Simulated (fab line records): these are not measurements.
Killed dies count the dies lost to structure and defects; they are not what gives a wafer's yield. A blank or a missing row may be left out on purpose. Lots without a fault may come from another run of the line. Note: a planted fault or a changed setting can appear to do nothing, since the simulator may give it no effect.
Comparing a struck lot with a sound one :: flow sky130 :: 15 out of 708 route steps
Sound: the wafers L713.3, L713.5, L713.6. Wafers L708.3, L708.5, L708.6 were the ones struck. At the end, the cause is stated.
Each step with rows lists, per side, the tool, then ch with its chambers, then its first start. Under that, the readings that differ: sound wafers :: struck wafers :: difference of the means :: sigmas: that difference in standard deviations of wafers without a fault.
alike: readings with means less than 2 such deviations apart, plus words and numbers identical on both sides. not compared: withheld readings, readings lacking a value on some wafer, bounds such as >300 that could conceal the same value, and numbers that have no deviation in the record and whose values overlap.
A row with sigmas, a row that says differs or no value, or rows on one side alone: a step with any of these is where the two part. Numbers that have no deviation but don't overlap get no sigmas and don't part them. Lack of a reading on every wafer of one side parts them only where that side has two or more wafers.

SKY_CONTACT_THK_MEAS_01:
  sound: film metro-02 at day 35 02:34; struck: film metro-02 at day 33 03:29
  alike: CONTACT_CVD_00_THK
then, 1 step without rows for these wafers: SKY_CONTACT_HDPCVD_02 (deposits SiO2, target thk 565 nm, time 94.2 s).
SKY_CONTACT_THK_MEAS_03:
  sound: film metro-02 at day 35 02:42; struck: film metro-04 at day 33 03:36
  alike: CONTACT_HDPCVD_THK
SKY_CONTACT_CMP_04: polishes SiO2.
  sound on cmp-01 ch 2,3, day 35 02:44; struck on cmp-01 ch 0,1, day 33 03:41
reading: motor current A (A)
sound: 13.6 14.4 13.2
struck: 11.7 11.4 10.8
difference: -2.4
sigmas: -2
  alike: time to endpoint s
SKY_CONTACT_BOW_MEAS_05:
  sound: film metro-04 at day 35 03:05; struck: film metro-03 at day 33 03:59
  alike: CONTACT_BOW
then, 7 steps without rows for these wafers: SKY_CONTACT_DEHYDRATE_06 (time 60 s); SKY_CONTACT_HMDS_07 (prime time 60 s); SKY_CONTACT_COAT_08 (resist thk 60 nm); SKY_CONTACT_COAT_09 (resist thk 450 nm); SKY_CONTACT_SOFTBAKE_10 (time 90 s); SKY_CONTACT_EXPOSE_11 (exposes mask CTM1, target cd 170 nm); SKY_CONTACT_PEB_12.
SKY_CONTACT_DEVELOP_13: develop time 60 s.
  sound on litho track-02 ch 0, day 36 04:00; struck on litho track-01 ch 0, day 34 06:00
reading: developer temp C (C)
sound: 21.10 21.02 21.02
struck: 23.03 23.08 22.96
difference: +1.98
sigmas: +20
SKY_CONTACT_CD_MEAS_14: target cd 170 nm.
  sound: cd sem-02 at day 36 04:32; struck: cd sem-02 at day 34 06:17
  alike: cd nm
-- the record jumps here: 14 days lie between the struck wafers' starts before and after (it left off in module CONTACT and takes up again in module PAD_OPEN, whose first step shown is number 708 of the route) --
SKY_PAD_OPEN_PROBE_99:
  sound: prober-01 at day 49 06:33; struck: prober-01 at day 47 18:52
  alike: killed_at_M0_to_M3, killed_at_M4_up, killed at contacts, killed at front end, killed at other, killed dies, killed open, killed short

## WHERE THEY PART
Last at SKY_CONTACT_DEVELOP_13 as far as this record goes, first at SKY_CONTACT_CMP_04. Later steps at which nothing parts them and some readings are alike: SKY_CONTACT_CD_MEAS_14, SKY_PAD_OPEN_PROBE_99.

WHY: whatever the simulator had introduced
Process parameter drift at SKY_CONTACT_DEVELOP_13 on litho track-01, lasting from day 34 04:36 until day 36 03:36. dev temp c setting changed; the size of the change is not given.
